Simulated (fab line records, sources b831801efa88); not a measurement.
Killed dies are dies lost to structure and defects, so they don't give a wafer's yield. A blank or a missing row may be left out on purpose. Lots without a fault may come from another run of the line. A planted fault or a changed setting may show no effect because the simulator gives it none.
fab line records | flow sky130
record lots=11 wafers=33 last_day=50
route steps=708 shown VIA3@585 METAL4@600 PAD_OPEN@708
lots that met no fault: from a run of the same line without faults
start_h: hours from the record's first day to the start of the lot's first wafer shown | wait_h: hours since the lot's step before | " the same as in the row above | L1.1+2: a row that stands for several wafers | - no value, or no start given | * or withheld: withheld | < > ~ a bound
route shown NAME@n: a module of which the file shows steps, and the number in the route of the first | usual: mean/standard deviation of fault-free wafers | same: alike in all rows | chamber/n: place in a boat | sites: the reading at each site | _std_site: their standard deviation | _edge_site: outer sites' mean less inner sites' | radius_mm: how far each site lies from the wafer's centre | mask NAME#n: copy n | behind: the tool/chamber that last shaped the wafer | hold: why the lot was held/for how many hours/how that ended | device: the transistor (n, p or np) that didn't switch | end of line: the same wafers' tests at the end of the route | a step without rows: its recipe alone | killed: dies lost to structure and defects at the first sort, not the wafer's yield | map: a wafer's dies, x killed, . not, _ none there
set.NAME: the setting as run; set.NAME@STEP: as run at that earlier step | model.NAME: the simulator's own value behind a step, which no gauge read
steps of the route over a sample of lots; a table a step, a row a wafer
services: from which hour (start_h, from the record's first day; less than 0 if before it) a tool's chamber was out of use, for how many hours, and why
## steps
# step SKY_VIA3_CD_MEAS_12
# recipe target_cd_nm=200
# usual cd_nm=200.3/1.3
# columns lot.wafer tool chamber start_h wait_h cd_nm
L521.2 cd_sem-01 - 919.14 - 200.3
L521.3 " - " " 200.9
L521.4 " - " " 199.8
L522.3 cd_sem-01 - 927.50 - 199.2
L522.4 " - " " 198.5
L522.5 " - " " 200.5
L523.1 cd_sem-01 - 934.22 - 199.3
L523.2 " - " " 199.6
L523.6 " - " " 199.9
L525.1 cd_sem-01 - 946.97 - 201.2
L525.2 " - " " 200.7
L525.3 " - " " 202.7
L526.2 cd_sem-02 - 988.04 - 199.5
L526.5 " - " " 201.6
L526.6 " - " " 199.2
L531.1 cd_sem-02 - 993.10 - 198.7
L531.3 " - " " 201.4
L531.6 " - " " 199.4
L530.1 cd_sem-02 - 998.05 - 201.5
L530.3 " - " " 201.2
L530.6 " - " " 201.0
L533.1 cd_sem-01 - 1010.83 - 199.0
L533.2 " - " " 200.4
L533.6 " - " " 200.7
L535.1 cd_sem-01 - 1032.26 - 200.7
L535.4 " - " " 199.9
L535.5 " - " " 201.2
L536.2 cd_sem-01 - 1046.68 - 202.3
L536.5 " - " " 200.3
L536.6 " - " " 202.3
L543.1 cd_sem-02 - 1084.05 - 201.7
L543.3 " - " " 202.8
L543.5 " - " " 202.6
# step SKY_VIA3_THK_MEAS_23
# recipe thk_meas_gauge=xrf reads=W_of_VIA3_CVD_21
# usual VIA3_W_THK=389/6.6
# columns lot.wafer tool chamber start_h wait_h VIA3_W_THK[nm]
L521.2 film_metro-03 - 920.29 0.1 396
L521.3 " - " " 399
L521.4 " - " " 394
L522.3 film_metro-02 - 928.64 0.1 383
L522.4 " - " " 382
L522.5 " - " " 384
L523.1 film_metro-02 - 935.38 0.1 376
L523.2 " - " " 383
L523.6 " - " " 378
L525.1 film_metro-04 - 948.14 0.1 388
L525.2 " - " " 387
L525.3 " - " " 383
L526.2 film_metro-02 - 989.23 0.1 391
L526.5 " - " " 387
L526.6 " - " " 390
L531.1 film_metro-04 - 994.28 0.1 391
L531.3 " - " " 389
L531.6 " - " " 392
L530.1 film_metro-04 - 999.20 0.1 386
L530.3 " - " " 385
L530.6 " - " " 390
L533.1 film_metro-02 - 1012.02 0.1 384
L533.2 " - " " 382
L533.6 " - " " 385
L535.1 film_metro-04 - 1033.42 0.1 391
L535.4 " - " " 391
L535.5 " - " " 391
L536.2 film_metro-03 - 1047.83 0.1 385
L536.5 " - " " 392
L536.6 " - " " 393
L543.1 film_metro-03 - 1085.32 0.1 401
L543.3 " - " " 402
L543.5 " - " " 408
# step SKY_METAL4_SPUTTER_02
# recipe material=AlCu target_thk_nm=735 power_w=10600 time_s=39.1 chamber_pressure_pa=0.4
# usual throttle_valve_pct=29.7/1.5
# columns lot.wafer tool chamber start_h wait_h throttle_valve_pct
L521.2 pvd_sputter-04 - 920.69 0.0 30.2
L521.3 " - " " 30.7
L521.4 " - " " 29.9
L522.3 pvd_sputter-04 - 929.02 0.0 30.3
L522.4 " - " " 27.2
L522.5 " - " " 31.1
L523.1 pvd_sputter-02 - 935.79 0.0 29.2
L523.2 " - " " 30.1
L523.6 " - " " 29.4
L525.1 pvd_sputter-03 - 948.54 0.0 29.2
L525.2 " - " " 32.1
L525.3 " - " " 27.9
L526.2 pvd_sputter-02 - 992.54 0.0 29.3
L526.5 " - " " 30.2
L526.6 " - " " 29.6
L531.1 pvd_sputter-04 - 995.52 0.0 27.1
L531.3 " - " " 30.1
L531.6 " - " " 30.2
L530.1 pvd_sputter-02 - 999.63 0.0 29.4
L530.3 " - " " 30.1
L530.6 " - " " 29.3
L533.1 pvd_sputter-04 - 1012.43 0.0 30.0
L533.2 " - " " 30.9
L533.6 " - " " 30.6
L535.1 pvd_sputter-04 - 1033.82 0.0 30.7
L535.4 " - " " 30.4
L535.5 " - " " 30.2
L536.2 pvd_sputter-04 - 1048.23 0.0 30.7
L536.5 " - " " 30.3
L536.6 " - " " 30.3
L543.1 pvd_sputter-03 - 1086.00 0.0 27.9
L543.3 " - " " 29.7
L543.5 " - " " 31.9
# step SKY_METAL4_OVL_MEAS_14
# usual METAL4_OVL=1/5.1
# columns lot.wafer tool chamber start_h wait_h METAL4_OVL[nm]
L521.2 overlay-01 - 969.28 0.1 2
L521.3 " - " " 7
L521.4 " - " " 1
L522.3 overlay-01 - 975.69 0.1 -1
L522.4 " - " " -6
L522.5 " - " " 3
L523.1 overlay-02 - 985.93 0.1 -1
L523.2 " - " " 0
L523.6 " - " " 3
L525.1 overlay-01 - 997.12 0.1 -5
L525.2 " - " " -8
L525.3 " - " " -5
L526.2 overlay-02 - 1037.54 0.1 6
L526.5 " - " " -2
L526.6 " - " " -4
L531.1 overlay-01 - 1040.78 0.1 8
L531.3 " - " " 9
L531.6 " - " " -2
L530.1 overlay-01 - 1044.47 0.1 9
L530.3 " - " " 6
L530.6 " - " " 5
L533.1 overlay-01 - 1056.48 0.1 3
L533.2 " - " " 1
L533.6 " - " " 10
L535.1 overlay-02 - 1078.28 0.1 7
L535.4 " - " " 5
L535.5 " - " " 1
L536.2 overlay-02 - 1091.09 0.1 0
L536.5 " - " " 3
L536.6 " - " " -3
L543.1 overlay-01 - 1127.63 0.1 1
L543.3 " - " " 3
L543.5 " - " " 2
# step SKY_METAL4_METAL_ETCH_18
# recipe target_depth_a=8450 stop_on=SiO2 over_etch_frac=0.3 time_s=183.1 chemistry=Cl2/BCl3 resist_sidewall_deg=88 pressure_mtorr=10 icp_w=900 bias_w=48.5 Cl2_flow_sccm=60 bcl3_flow_sccm=30
# usual bias_w=48.52/0.14 drypump_motor_current_A=5.3/0.47 oes_product_au=0.866/0.0059 throttle_valve_pct=22.264/0.0092
# same time_s=183.1
# columns lot.wafer tool chamber start_h wait_h bias_w drypump_motor_current_A oes_product_au rf_hours_counter_h throttle_valve_pct
L521.2 rie_metal-03 1 969.45 0.0 48.40 6.3 0.854 5 22.265
L521.3 " 1 " " 48.45 6.3 0.869 - 22.256
L521.4 " 0 " " 48.42 5.4 0.864 - 22.264
L522.3 rie_metal-03 1 975.93 0.1 48.55 6.3 0.860 - 22.268
L522.4 " 0 " " 48.87 5.4 0.861 - 22.269
L522.5 " 1 " " 48.50 6.3 0.869 - 22.260
L523.1 rie_metal-03 0 986.12 0.0 48.33 5.4 0.876 11 22.263
L523.2 " 1 " " 48.68 6.3 0.870 6 22.275
L523.6 " 0 " " 48.41 5.4 0.866 - 22.262
L525.1 rie_metal-02 0 997.30 0.0 48.89 4.9 0.876 9 22.263
L525.2 " 1 " " 48.27 5.1 0.865 9 22.279
L525.3 " 0 " " 48.69 4.9 0.871 - 22.273
L526.2 rie_metal-01 0 1037.72 0.0 48.42 5.3 0.856 17 22.269
L526.5 " 0 " " 48.68 5.3 0.860 - 22.264
L526.6 " 1 " " 48.56 5.7 0.863 - 22.272
L531.1 rie_metal-02 1 1040.97 0.0 48.56 5.1 0.870 11 22.259
L531.3 " 0 " " 48.56 4.9 0.859 - 22.268
L531.6 " 0 " " 48.82 4.9 0.868 - 22.265
L530.1 rie_metal-02 1 1044.65 0.0 48.48 5.1 0.858 11 22.273
L530.3 " 1 " " 48.50 5.1 0.859 - 22.276
L530.6 " 0 " " 48.53 4.9 0.858 - 22.266
L533.1 rie_metal-02 0 1056.67 0.0 48.58 4.9 0.866 13 22.256
L533.2 " 1 " " 48.52 5.1 0.863 12 22.264
L533.6 " 1 " " 48.44 5.1 0.860 - 22.251
L535.1 rie_metal-02 1 1078.47 0.0 48.75 5.1 0.737 13 22.259
L535.4 " 0 " " 48.55 4.9 0.725 - 22.257
L535.5 " 1 " " 48.60 5.1 0.732 - 22.259
L536.2 rie_metal-03 1 1091.27 0.0 48.53 6.3 0.722 13 22.261
L536.5 " 1 " " 48.58 6.3 0.718 - 22.259
L536.6 " 0 " " 48.61 5.4 0.729 - 22.265
L543.1 rie_metal-02 0 1127.82 0.0 48.36 4.9 0.861 19 22.245
L543.3 " 1 " " 48.69 5.1 0.872 - 22.250
L543.5 " 1 " " 48.30 5.1 0.867 - 22.253
# step SKY_PAD_OPEN_PROBE_99
# usual defect_limited_yield=82.5/1.9 killed_at_M0_to_M3=44/7.2 killed_at_M4_up=3.0/1.8 killed_at_contacts=24/5.4 killed_at_front_end=14/4.4 killed_at_other=0.4/0.64 killed_dies=86/9.4 killed_open=47/7.7 killed_short=39/5.8 sort_bin_3_pad_short=0.9/0.38 sort_bin_5_function=10.3/1.4 sort_bin_6_memory=6.4/1.2 sort_n_pass=406/9.4 sort_yield_pct=82.5/1.9
# same gross_dies=492 killed_at_back_side=0 sort_bin_4_leakage[%]=0 sort_bin_8_speed[%]=0
# columns lot.wafer tool chamber start_h wait_h defect_limited_yield[%] killed_at_M0_to_M3 killed_at_M4_up killed_at_contacts killed_at_front_end killed_at_other killed_dies killed_open killed_short sort_bin_3_pad_short[%] sort_bin_5_function[%] sort_bin_6_memory[%] sort_n_pass sort_yield_pct[%]
L535.1 prober-02 - 1162.15 0.1 79.7 49 3 26 22 0 100 59 41 0.4 12.6 7.3 392 79.7
L535.4 prober-02 - 1162.30 0.2 83.5 41 5 20 15 0 81 42 39 1.2 9.8 5.5 411 83.5
L535.5 prober-02 - 1162.35 0.2 83.1 45 1 20 17 0 83 44 39 0.2 9.8 6.9 409 83.1
# killed by level:class
L535.1 VIA1:geometric_particle:open=14 CONTACT:geometric_particle:open=8 FIELD_ISO:geometric_particle:open=7 LI_CONTACT:geometric_particle:open=7 CONTACT:geometric_particle:short=7 VIA2:geometric_particle:open=7 POLY_GATE:geometric_particle:open=6 VIA3:geometric_particle:open=6
L535.4 METAL1:geometric_particle:short=8 CONTACT:geometric_particle:open=8 VIA1:geometric_particle:open=8 VIA2:geometric_particle:open=7 LI_CONTACT:geometric_particle:open=7 METAL2:geometric_particle:short=6 FIELD_ISO:geometric_particle:short=5 FIELD_ISO:geometric_particle:open=4
L535.5 VIA1:geometric_particle:open=12 LOCAL_INTERCONNECT:geometric_particle:short=6 FIELD_ISO:geometric_particle:open=5 LI_CONTACT:geometric_particle:open=5 METAL2:geometric_particle:short=5 VIA2:geometric_particle:short=5 VIA3:geometric_particle:open=5 FIELD_ISO:geometric_particle:short=4
## services
# columns tool chamber start_h hours kind
pvd_sputter-04 - 925.17 3.5 repair
rie_metal-01 - 934.53 28.1 pm
pvd_sputter-02 - 952.47 1.6 repair
pvd_sputter-03 - 969.74 1.6 repair
rie_metal-01 - 993.61 0.2 repair
rie_metal-02 - 994.45 1.2 repair
pvd_sputter-04 3 996.26 - consumable_replace:kit
pvd_sputter-04 3 996.26 18.0 scheduled_down
pvd_sputter-04 3 996.26 18.0 vent_cycle
rie_metal-02 1 998.34 22.1 repair
rie_metal-01 - 1003.69 1.4 pm
rie_metal-02 0 1015.91 9.0 repair
pvd_sputter-03 - 1025.82 4.5 repair
rie_metal-03 - 1038.25 0.4 repair
rie_metal-01 - 1062.38 15.6 pm
pvd_sputter-04 2 1071.37 - consumable_replace:kit
pvd_sputter-04 2 1071.37 18.0 scheduled_down
pvd_sputter-04 2 1071.37 18.0 vent_cycle
rie_metal-02 - 1071.55 0.4 repair
pvd_sputter-02 - 1093.91 1.5 repair
pvd_sputter-02 2 1095.60 - consumable_replace:kit
pvd_sputter-02 2 1095.60 18.0 scheduled_down
pvd_sputter-02 2 1095.60 18.0 vent_cycle
rie_metal-02 1 1115.28 3.5 repair
## key
first_sign step=SKY_METAL4_METAL_ETCH_18 reading=oes_product_au direction=down sigmas=24 usual=0.866 struck=0.727
effect none on later readings
met_at SKY_METAL4_SPUTTER_02
struck_lots L535,L536
not_acting_at SKY_VIA3_CD_MEAS_12,SKY_VIA3_THK_MEAS_23,SKY_METAL4_OVL_MEAS_14
onset_between 1012.43 1033.82
fault kind=process_parameter_drift tool=pvd_sputter-04 chamber=- onset_h=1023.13 steps=SKY_METAL4_SPUTTER_02 channel=target_thk_nm offset=-247.09 shape=step end_h=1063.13 acts_in=these_recipes_only stated=735
